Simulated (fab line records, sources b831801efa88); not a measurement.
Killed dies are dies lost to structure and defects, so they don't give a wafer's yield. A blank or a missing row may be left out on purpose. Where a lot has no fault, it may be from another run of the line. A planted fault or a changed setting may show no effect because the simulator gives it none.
fab line records	flow sky130	part 2 of 2: steps 24 to 34 of 34
record lots=5	wafers=15	last-day=50
route steps=708 shown VT_ADJUST_LVTN@106 VT_ADJUST_NCORE@119 VT_ADJUST_HVTR@131
lots untouched by any fault: they come from a run of this same line in which no faults occurred
start-h: hours from the record's opening day to when the first of the lot's shown wafers began	wait-h: time in hours since the lot's previous step	" same as the row above	L1.1+2: a row that stands for several wafers	- no value, or no start was given	* or withheld: withheld	< > ~ a bound
route shown NAME@n: NAME is a module with steps in the file, n the number in the route of the first one	usual: mean/standard deviation of fault-free wafers	same: alike in all rows	chamber/n: place in a boat	sites: readings site by site	_std_site: the values' standard deviation	_edge_site: the outer-site mean with the inner-site mean subtracted	radius-mm: how far each site lies from the wafer's centre	mask NAME#n: copy n	behind: tool/chamber where the wafer was last shaped	hold: reason for holding the lot/hours on hold/outcome of the hold	device: whichever transistor did not switch (one of n, p or np)	end of line: tests run on the same wafers once the route is complete	a step with no rows: only its recipe	killed: not the wafer's yield, but the dies lost to structure and defects at the first sort	map: a wafer's dies, marking killed ones x, the rest . and places with no die _
set.NAME: the run value of the setting; set.NAME@STEP: its run value at that earlier step	model.NAME: the simulator's own value behind a step, which no gauge read
a table for each step, a row for each wafer; lots at some steps of the route
services: a tool's chamber out of use, with start hour (start-h, from the record's first day; less than 0 if before it), hours out, and reason
## steps
# step SKY_VT_ADJUST_NCORE_STRIP_10
# recipe chemistry=O2/N2	power-w=1400	pressure-mtorr=1500	platen-temp-c=withheld	o2-flow-sccm=3000	n2-flow-sccm=300	overash-fraction=0.5
# usual drypump-motor-current-A=5.6/0.57	o2-flow-sccm=2999/8.1	oes-product-au=0.715/0.0046	strip-time-to-endpoint-s=14.19/0.038
lot.wafer	tool	chamber	start-h	wait-h	drypump-motor-current-A	o2-flow-sccm	oes-product-au	rf-hours-counter-h	strip-time-to-endpoint-s
L076.2	plasma-asher-04	1	194.13	0.1	5.4	3016	0.716	37	14.18
L076.3	"	1	"	"	5.4	3004	0.715	-	14.24
L076.6	"	0	"	"	6.6	2991	0.723	-	14.18
L081.1	plasma-asher-04	1	231.42	0.1	5.4	2997	0.706	41	14.21
L081.3	"	1	"	"	5.4	2993	0.716	-	14.19
L081.5	"	0	"	"	6.6	3005	0.709	-	14.20
L083.2	plasma-asher-04	1	243.62	0.1	5.4	3011	0.708	43	14.17
L083.3	"	1	"	"	5.4	3002	0.720	-	14.17
L083.6	"	0	"	"	6.6	2982	0.715	-	14.19
L092.1	plasma-asher-04	1	303.72	0.1	5.4	3012	0.714	49	14.21
L092.5	"	1	"	"	5.4	3005	0.711	-	14.19
L092.6	"	0	"	"	6.5	2999	0.712	-	14.20
L096.2	plasma-asher-03	1	342.42	0.1	5.1	3008	0.708	20	14.20
L096.4	"	1	"	"	5.1	3015	0.708	-	14.22
L096.6	"	1	"	"	5.1	2991	0.715	-	14.18
# step SKY_VT_ADJUST_NCORE_TW_MEAS_11
# usual VT_ADJUST_NCORE_TW=217.5/2.2
lot.wafer	tool	chamber	start-h	wait-h	VT_ADJUST_NCORE_TW
L076.2	film-metro-01	-	194.24	0.1	216.6
L076.3	"	-	"	"	216.2
L076.6	"	-	"	"	217.2
L081.1	film-metro-01	-	231.52	0.1	215.7
L081.3	"	-	"	"	216.6
L081.5	"	-	"	"	214.4
L083.2	film-metro-03	-	243.73	0.1	222.1
L083.3	"	-	"	"	222.3
L083.6	"	-	"	"	222.4
L092.1	film-metro-03	-	303.82	0.1	219.2
L092.5	"	-	"	"	219.9
L092.6	"	-	"	"	218.8
L096.2	film-metro-03	-	342.53	0.1	220.8
L096.4	"	-	"	"	218.4
L096.6	"	-	"	"	219.0
# step SKY_VT_ADJUST_HVTR_DEHYDRATE_00
# recipe temp-c=200	time-s=60
# usual chill-plate-temp-C=23.00/0.11
lot.wafer	tool	chamber	start-h	wait-h	chill-plate-temp-C
L076.2	litho-track-03	0	203.43	9.2	23.00
L076.3	"	0	"	"	23.06
L076.6	"	0	"	"	22.88
L081.1	litho-track-04	0	241.26	9.7	23.07
L081.3	"	0	"	"	23.07
L081.5	"	0	"	"	23.08
L083.2	litho-track-03	0	254.08	10.3	22.91
L083.3	"	0	"	"	22.81
L083.6	"	0	"	"	22.92
L092.1	litho-track-02	0	316.01	12.2	23.04
L092.5	"	0	"	"	22.90
L092.6	"	0	"	"	22.90
L096.2	litho-track-03	0	355.68	13.1	22.84
L096.4	"	0	"	"	22.86
L096.6	"	0	"	"	23.00
# step SKY_VT_ADJUST_HVTR_HMDS_01
# recipe prime-time-s=60	prime-temp-c=120
# usual chill-plate-temp-C=23.02/0.11
lot.wafer	tool	chamber	start-h	wait-h	chill-plate-temp-C
L076.2	litho-track-03	0	203.58	0.1	23.05
L076.3	"	0	"	"	23.00
L076.6	"	0	"	"	23.14
L081.1	litho-track-04	0	241.41	0.1	22.95
L081.3	"	0	"	"	22.94
L081.5	"	0	"	"	22.96
L083.2	litho-track-03	0	254.23	0.1	23.05
L083.3	"	0	"	"	22.97
L083.6	"	0	"	"	23.03
L092.1	litho-track-02	0	316.16	0.1	22.84
L092.5	"	0	"	"	22.88
L092.6	"	0	"	"	22.82
L096.2	litho-track-03	0	355.83	0.1	23.02
L096.4	"	0	"	"	22.98
L096.6	"	0	"	"	23.10
# step SKY_VT_ADJUST_HVTR_COAT_02
# recipe resist=NOVOLAK	spin-rpm=3000	resist-thk-nm=1140
# usual chill-plate-temp-C=22.99/0.11
lot.wafer	tool	chamber	start-h	wait-h	chill-plate-temp-C
L076.2	litho-track-03	0	203.73	0.1	23.26
L076.3	"	0	"	"	23.03
L076.6	"	0	"	"	23.18
L081.1	litho-track-04	0	241.56	0.1	22.97
L081.3	"	0	"	"	23.23
L081.5	"	0	"	"	22.95
L083.2	litho-track-03	0	254.38	0.1	22.70
L083.3	"	0	"	"	22.90
L083.6	"	0	"	"	22.81
L092.1	litho-track-02	0	316.31	0.1	22.96
L092.5	"	0	"	"	22.87
L092.6	"	0	"	"	22.92
L096.2	litho-track-03	0	355.98	0.1	22.94
L096.4	"	0	"	"	23.08
L096.6	"	0	"	"	22.98
# step SKY_VT_ADJUST_HVTR_SOFTBAKE_03
# recipe temp-c=90	time-s=60	resist=NOVOLAK
# usual chill-plate-temp-C=23.01/0.088
lot.wafer	tool	chamber	start-h	wait-h	chill-plate-temp-C
L076.2	litho-track-03	0	203.88	0.1	23.14
L076.3	"	0	"	"	23.09
L076.6	"	0	"	"	22.98
L081.1	litho-track-04	0	241.71	0.1	22.90
L081.3	"	0	"	"	22.94
L081.5	"	0	"	"	22.94
L083.2	litho-track-03	0	254.53	0.1	23.10
L083.3	"	0	"	"	23.00
L083.6	"	0	"	"	23.16
L092.1	litho-track-02	0	316.46	0.1	23.02
L092.5	"	0	"	"	22.90
L092.6	"	0	"	"	23.00
L096.2	litho-track-03	0	356.13	0.1	23.00
L096.4	"	0	"	"	23.05
L096.6	"	0	"	"	22.92
# step SKY_VT_ADJUST_HVTR_EXPOSE_04
# recipe mask-id=HVTRM	target-cd-nm=380	na=0.6	source-shape=conventional	sigma-outer=0.6	dose-mj=150
# usual stage-vel-mm-s=499.99/0.27
lot.wafer	tool	chamber	start-h	wait-h	mask	stage-vel-mm-s
L076.2	iline-stepper-02	0	-	-	HVTRM#0	500.00
L076.3	"	0	"	"	HVTRM#0	499.54
L076.6	"	0	"	"	HVTRM#0	499.89
L081.1	iline-stepper-01	0	-	-	HVTRM#0	499.34
L081.3	"	0	"	"	HVTRM#0	499.70
L081.5	"	0	"	"	HVTRM#0	499.91
L083.2	iline-stepper-01	0	-	-	HVTRM#0	499.94
L083.3	"	0	"	"	HVTRM#0	499.90
L083.6	"	0	"	"	HVTRM#0	499.89
L092.1	iline-stepper-02	0	-	-	HVTRM#0	500.43
L092.5	"	0	"	"	HVTRM#0	499.94
L092.6	"	0	"	"	HVTRM#0	500.12
L096.2	iline-stepper-02	0	-	-	HVTRM#0	499.49
L096.4	"	0	"	"	HVTRM#0	499.88
L096.6	"	0	"	"	HVTRM#0	499.73
# step SKY_VT_ADJUST_HVTR_PEB_05
# recipe temp-c=withheld	time-s=*	resist=NOVOLAK
# usual chill-plate-temp-C=*
lot.wafer	tool	chamber	start-h	wait-h	chill-plate-temp-C
L076.2	litho-track-02	0	-	-	*
L076.3	"	0	"	"	*
L076.6	"	0	"	"	*
L081.1	litho-track-03	0	-	-	*
L081.3	"	0	"	"	*
L081.5	"	0	"	"	*
L083.2	litho-track-02	0	-	-	*
L083.3	"	0	"	"	*
L083.6	"	0	"	"	*
L092.1	litho-track-02	0	-	-	*
L092.5	"	0	"	"	*
L092.6	"	0	"	"	*
L096.2	litho-track-03	0	-	-	*
L096.4	"	0	"	"	*
L096.6	"	0	"	"	*
# step SKY_VT_ADJUST_HVTR_DEVELOP_06
# recipe develop-time-s=60	dev-temp-c=23
# usual chill-plate-temp-C=23.01/0.1
lot.wafer	tool	chamber	start-h	wait-h	chill-plate-temp-C
L076.2	litho-track-02	0	214.24	0.1	23.08
L076.3	"	0	"	"	23.07
L076.6	"	0	"	"	23.18
L081.1	litho-track-03	0	252.40	0.1	23.13
L081.3	"	0	"	"	22.97
L081.5	"	0	"	"	22.91
L083.2	litho-track-02	0	266.59	0.1	23.06
L083.3	"	0	"	"	23.00
L083.6	"	0	"	"	23.25
L092.1	litho-track-02	0	329.36	0.1	23.01
L092.5	"	0	"	"	22.99
L092.6	"	0	"	"	22.86
L096.2	litho-track-03	0	369.78	0.1	23.03
L096.4	"	0	"	"	22.95
L096.6	"	0	"	"	22.89
# step SKY_VT_ADJUST_HVTR_CD_MEAS_07
# recipe target-cd-nm=380
# usual cd-nm=379/3.2
lot.wafer	tool	chamber	start-h	wait-h	cd-nm
L076.2	cd-sem-02	-	214.38	0.1	384
L076.3	"	-	"	"	385
L076.6	"	-	"	"	384
L081.1	cd-sem-01	-	252.55	0.1	378
L081.3	"	-	"	"	376
L081.5	"	-	"	"	377
L083.2	cd-sem-01	-	266.73	0.1	380
L083.3	"	-	"	"	382
L083.6	"	-	"	"	381
L092.1	cd-sem-01	-	329.51	0.1	382
L092.5	"	-	"	"	380
L092.6	"	-	"	"	382
L096.2	cd-sem-02	-	369.92	0.1	379
L096.4	"	-	"	"	381
L096.6	"	-	"	"	384
# step SKY_VT_ADJUST_HVTR_OVL_MEAS_08
# usual VT_ADJUST_HVTR_OVL=-0.2/1.4
lot.wafer	tool	chamber	start-h	wait-h	VT_ADJUST_HVTR_OVL[nm]
L076.2	overlay-02	-	214.49	0.1	-0.1
L076.3	"	-	"	"	0.1
L076.6	"	-	"	"	2.5
L081.1	overlay-01	-	252.67	0.1	0.4
L081.3	"	-	"	"	-0.4
L081.5	"	-	"	"	-0.9
L083.2	overlay-01	-	266.84	0.1	1.8
L083.3	"	-	"	"	0.7
L083.6	"	-	"	"	-1.3
L092.1	overlay-01	-	329.63	0.1	0.9
L092.5	"	-	"	"	1.4
L092.6	"	-	"	"	-0.3
L096.2	overlay-02	-	370.03	0.1	-1.1
L096.4	"	-	"	"	-2.4
L096.6	"	-	"	"	-3.0
## services
tool	chamber	start-h	hours	kind
iline-stepper-02	-	143.16	1.7	pm
plasma-asher-02	-	143.26	14.6	pm
iline-stepper-02	-	153.56	8.1	repair
plasma-asher-04	-	160.43	8.6	repair
implanter-04	-	163.33	6.6	repair
implanter-03	-	170.32	3.3	repair
implanter-01	-	173.35	1.2	repair
iline-stepper-02	-	177.37	6.8	repair
implanter-01	-	178.95	2.5	pm
iline-stepper-02	-	184.18	4.4	pm
implanter-02	-	187.09	4.0	repair
implanter-01	-	196.99	2.3	repair
implanter-02	-	243.47	4.9	pm
iline-stepper-01	-	252.66	1.7	pm
implanter-04	-	260.19	10.4	repair
implanter-04	-	273.54	7.1	pm
implanter-02	-	284.78	3.5	repair
iline-stepper-02	-	289.56	9.1	repair
iline-stepper-01	-	318.97	2.1	pm
plasma-asher-04	-	323.06	2.0	repair
implanter-02	-	328.57	2.3	repair
implanter-02	-	355.50	4.1	pm
iline-stepper-02	-	361.34	1.7	pm
implanter-03	-	362.47	46.4	pm
